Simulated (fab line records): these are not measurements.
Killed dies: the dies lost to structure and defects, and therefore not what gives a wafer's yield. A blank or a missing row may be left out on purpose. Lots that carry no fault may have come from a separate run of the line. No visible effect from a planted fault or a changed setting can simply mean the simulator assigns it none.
Matching of chambers :: flow sky130 :: rie_diel-03 running SKY_VIA2_ETCH_15: 4 sister chambers
The step etches SiO2 in C4F8/O2/Ar, stops on TiN, target depth 546 nm, time 84 s. 4 wafers are shown with their chamber, then 10 later ones without.

WAFERS, EACH WITH ITS CHAMBER
wafer: L082.5
chamber: 3
oes_product_au (a.u.): 0.938

wafer: L090.2
chamber: 1
oes_product_au (a.u.): 0.938

wafer: L089.2
chamber: 0
oes_product_au (a.u.): 0.939

wafer: L089.5
chamber: 2
oes_product_au (a.u.): 0.940

WAFERS WITHOUT THEIR CHAMBER
wafer: L089.6
oes_product_au (a.u.): 0.937

wafer: L092.1
oes_product_au (a.u.): 0.945

wafer: L092.5
oes_product_au (a.u.): 0.947

wafer: L092.6
oes_product_au (a.u.): 0.938

wafer: L095.2
oes_product_au (a.u.): 0.937

wafer: L095.3
oes_product_au (a.u.): 0.943

wafer: L095.6
oes_product_au (a.u.): 0.939

wafer: L097.1
oes_product_au (a.u.): 0.937

wafer: L097.2
oes_product_au (a.u.): 0.940

wafer: L097.6
oes_product_au (a.u.): 0.951

CHAMBER TAKEN BY EACH
wafer: L089.6
from the rows above: can't be placed: 1 or 3 or 0 or 2
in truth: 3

wafer: L092.1
from the rows above: can't be placed: 2 or 0 or 1 or 3
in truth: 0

wafer: L092.5
from the rows above: can't be placed: 2 or 0 or 1 or 3
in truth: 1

wafer: L092.6
from the rows above: can't be placed: 1 or 3 or 0 or 2
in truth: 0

wafer: L095.2
from the rows above: can't be placed: 1 or 3 or 0 or 2
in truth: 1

wafer: L095.3
from the rows above: can't be placed: 2 or 0 or 1 or 3
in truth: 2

wafer: L095.6
from the rows above: can't be placed: 0 or 1 or 2 or 3
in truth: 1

wafer: L097.1
from the rows above: can't be placed: 1 or 3 or 0 or 2
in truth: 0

wafer: L097.2
from the rows above: can't be placed: 2 or 0 or 1 or 3
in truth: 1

wafer: L097.6
from the rows above: can't be placed: 2 or 0 or 1 or 3
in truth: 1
0 of 10 placed correctly. Unplaceable from these rows: 10, with the true chamber sitting among the candidates in 10. Wrongly placed: 0.
How it was worked out, from the rows above alone: a wafer's distance from a chamber is the root of the sum, over the readings, of the square of ((its reading less the chamber's mean) divided by the reading's scatter). The wafer belongs to the nearest chamber; if the next one is less than 2 further off, it can't be placed. The mean given for a chamber averages the wafers shown for that chamber. The scatter: root of mean squared gap, hidden wafer to nearest shown wafer, with one shown wafer a chamber.
